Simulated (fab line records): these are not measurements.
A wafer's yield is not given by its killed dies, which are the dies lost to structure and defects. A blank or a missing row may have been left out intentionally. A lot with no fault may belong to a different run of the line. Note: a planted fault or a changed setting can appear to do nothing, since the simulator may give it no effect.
Check for tools in common + flow sky130 + Sampled: 12 lots, 42 wafers

REASON FOR OPENING
2 of 12 lots carry a flag on the reading CAP2M_CVD_00_THK at SKY_CAP2M_THK_MEAS_01. No-fault wafers: 15.56 nm, standard deviation 0.2.
Rule: a lot is flagged in two cases, either no wafer of it has a number, or all its wafers with numbers fall more than 4 standard deviations from that mean. The rest of the lots are taken to be sound.

| lot  | measured     | on           | CAP2M_CVD_00_THK (nm), wafer by wafer | flag    |
|------|--------------|--------------|---------------------------------------|---------|
| L252 | day 40 10:24 | filmMetro-04 | 15.39 15.56 15.47                     |         |
| L254 | day 41 02:16 | filmMetro-01 | 15.46 15.70 15.45                     |         |
| L255 | day 41 10:03 | filmMetro-03 | 15.43 15.88 15.62                     |         |
| L256 | day 41 14:17 | filmMetro-04 | 15.35 15.35 15.49                     |         |
| L257 | day 41 22:21 | filmMetro-04 | 15.38 15.67 15.57                     |         |
| L258 | day 42 08:41 | filmMetro-03 | 15.84 15.76 15.80                     |         |
| L261 | day 43 02:50 | filmMetro-04 | 15.45 15.48 15.84                     |         |
| L263 | day 43 13:46 | filmMetro-01 | 15.31 15.73 15.41                     |         |
| L268 | day 44 22:13 | filmMetro-01 | 15.41 15.94 15.46                     |         |
| L269 | day 45 04:11 | filmMetro-03 | 5.58 5.69 5.54 5.62 5.71 5.58         | FLAGGED |
| L272 | day 45 22:44 | filmMetro-04 | 5.56 5.51 5.64 5.43 5.45 5.65         | FLAGGED |
| L274 | day 46 16:09 | filmMetro-04 | 15.49 15.61 15.40                     |         |
On average the flagged lots' numbers are 5.58 nm, which is -9.98 nm against the usual, or -50 standard deviations.

LOT BY LOT: THE TOOL USED
2 process steps preceding the reading are held in the record, out of 708 steps in the route. Each cell gives the tool, then ch followed by the chambers the sampled wafers passed through, then the start.
| lot  | flag    | SKY_METAL3_METAL_ETCH_18         | SKY_CAP2M_CVD_00                |
|------|---------|----------------------------------|---------------------------------|
| L252 |         | rieMetal-04 ch 0,1, day 39 06:26 | pecvd-03 ch 0,1,2, day 40 10:22 |
| L254 |         | rieMetal-03 ch 0,1, day 39 23:31 | pecvd-03 ch 0,1,2, day 41 02:14 |
| L255 |         | rieMetal-01 ch 0,1, day 40 06:19 | pecvd-04 ch 0,2, day 41 10:02   |
| L256 |         | rieMetal-01 ch 0,1, day 40 10:47 | pecvd-03 ch 1,2, day 41 14:16   |
| L257 |         | rieMetal-03 ch 0,1, day 40 18:19 | pecvd-04 ch 0,1,2, day 41 22:19 |
| L258 |         | rieMetal-04 ch 0,1, day 41 06:08 | pecvd-04 ch 0,1,2, day 42 08:39 |
| L261 |         | rieMetal-01 ch 0,1, day 42 00:29 | pecvd-01 ch 0,1, day 43 02:47   |
| L263 |         | rieMetal-04 ch 0,1, day 42 11:29 | pecvd-01 ch 0,2, day 43 13:43   |
| L268 |         | rieMetal-01 ch 0,1, day 43 20:53 | pecvd-03 ch 0,1, day 44 22:11   |
| L269 | FLAGGED | rieMetal-03 ch 0,1, day 44 03:20 | pecvd-03 ch 1,2, day 45 04:10   |
| L272 | FLAGGED | rieMetal-01 ch 0,1, day 44 22:18 | pecvd-03 ch 0,1,2, day 45 22:41 |
| L274 |         | rieMetal-03 ch 1, day 45 16:13   | pecvd-01 ch 0,1, day 46 16:08   |
What is done by these steps:
- SKY_METAL3_METAL_ETCH_18: etches the open film in Cl2/BCl3, stops on SiO2, target depth 845 nm, time 183.1 s.
- SKY_CAP2M_CVD_00: deposits SiO2, target thk 15.5 nm.
- SKY_CAP2M_THK_MEAS_01

FLAGGED OVER TOTAL, TOOL BY TOOL (the gauges that took the reading come last)
| step                     | tool         | lots run | flagged | share of the flagged lots | sound lots run after its first flagged lot |
|--------------------------|--------------|----------|---------|---------------------------|--------------------------------------------|
| SKY_METAL3_METAL_ETCH_18 | rieMetal-01  | 5        | 1       | some                      | 0                                          |
| SKY_METAL3_METAL_ETCH_18 | rieMetal-03  | 4        | 1       | some                      | 1 (L274)                                   |
| SKY_METAL3_METAL_ETCH_18 | rieMetal-04  | 3        | 0       | none                      | -                                          |
| SKY_CAP2M_CVD_00         | pecvd-01     | 3        | 0       | none                      | -                                          |
| SKY_CAP2M_CVD_00         | pecvd-03     | 6        | 2       | all                       | 0                                          |
| SKY_CAP2M_CVD_00         | pecvd-04     | 3        | 0       | none                      | -                                          |
| SKY_CAP2M_THK_MEAS_01    | filmMetro-01 | 3        | 0       | none                      | -                                          |
| SKY_CAP2M_THK_MEAS_01    | filmMetro-03 | 3        | 1       | some                      | 0                                          |
| SKY_CAP2M_THK_MEAS_01    | filmMetro-04 | 6        | 1       | some                      | 1 (L274)                                   |

WHAT THE TABLE ALLOWS
All flagged lots share 1 row of the table, namely pecvd-03 at SKY_CAP2M_CVD_00.
- pecvd-03 at SKY_CAP2M_CVD_00: 2 of its 6 lots flagged. A fault beginning between L268 (day 44 22:11), its last sound lot, and L269 (day 45 04:10), its first flagged one, fits the data.
One tool is left: pecvd-03 at SKY_CAP2M_CVD_00.

WHAT THE SIMULATOR HAD INSERTED
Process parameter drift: pecvd-03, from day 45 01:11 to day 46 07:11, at SKY_CAP2M_CVD_00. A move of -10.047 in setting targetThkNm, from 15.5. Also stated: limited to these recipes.
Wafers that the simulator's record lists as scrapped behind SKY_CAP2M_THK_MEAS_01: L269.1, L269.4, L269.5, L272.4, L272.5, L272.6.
Shown lots that were struck: L269, L272. The rule above reached the same finding.
